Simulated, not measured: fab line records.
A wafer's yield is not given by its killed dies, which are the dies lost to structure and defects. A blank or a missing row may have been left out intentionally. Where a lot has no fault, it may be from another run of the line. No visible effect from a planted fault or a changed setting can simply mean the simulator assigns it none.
A lot that was struck, set against a sound lot :: flow gf180mcu :: 14 out of 602 route steps
Sound: wafers L328.2, L328.3, L328.4. Struck: wafers L331.2, L331.4, L331.6. The cause comes at the end.
For every step that has rows: the tool of each side, followed by ch and its chambers, followed by its first start. Under that, the readings that differ: sound wafers :: struck wafers :: difference of the means :: sigmas: that difference in standard deviations of wafers without a fault.
alike: a reading whose means differ by less than 2 such deviations, as well as words and numbers matching on both sides. not compared: withheld readings; readings where some wafer has no value; bounds like >300 that might hide an equal value; numbers whose values overlap and for which the record gives no deviation.
The two part at a step that has a row with sigmas, a row that says differs or no value, or rows on one side only. Non-overlapping numbers with no deviation appear without sigmas and do not part them. A reading that every wafer of one side lacks parts them only if that side has two wafers or more.

first, 3 steps without rows for these wafers: GF_MIM_EXPOSE_16 (exposes mask FuseTop, target cd 2000 nm); GF_MIM_PEB_17; GF_MIM_DEVELOP_18 (develop time 60 s).
GF_MIM_METAL_ETCH_19: etches the open film in Cl2/BCl3, stops on Si3N4, target depth 324.5 nm, time 54.1 s.
  sound on rieMetal-03 ch 0,1, day 30 06:07; struck on rieMetal-03 ch 0,1, day 30 23:40
  alike: drypumpMotorCurrentA, oesProductAu, throttleValvePct
  not compared: rfHoursCounterH
GF_MIM_STRIP_20: strips in O2/N2.
  sound on plasmaAsher-02 ch 0,1, day 30 06:11; struck on plasmaAsher-01 ch 0,1, day 30 23:44
  alike: drypumpMotorCurrentA, heaterPowerW, oesProductAu, stripTimeToEndpointS
  not compared: rfHoursCounterH
then, 7 steps without rows for these wafers: GF_MIM_STRIP_21 (strips in post etch residue remover, time 1200 s); GF_MIM_CLEAN_22 (cleans in DIW); GF_M5_DEHYDRATE_00 (time 60 s); GF_M5_HMDS_01 (prime time 60 s); GF_M5_COAT_02 (resist thk 1000 nm); GF_M5_SOFTBAKE_03 (time 60 s); GF_M5_EXPOSE_04 (exposes mask Metal5, target cd 280 nm).
GF_M5_PEB_05: peb time 90 s.
  struck on lithoTrack-03, day 31 16:55; sound on lithoTrack-04 ch 0, day 31 00:43
  no value came back on the struck wafers for chillPlateTempC (C), exhaustPa (Pa), pebTimeS (s), resistLineTempC (C); on the sound wafers chillPlateTempC (C) reads 23.05 23.15 23.07
then, 1 step without rows for these wafers: GF_M5_DEVELOP_06 (develop time 60 s).

WHERE THEY PART
GF_M5_PEB_05 only, going by this record.

WHY: what the simulator had put in
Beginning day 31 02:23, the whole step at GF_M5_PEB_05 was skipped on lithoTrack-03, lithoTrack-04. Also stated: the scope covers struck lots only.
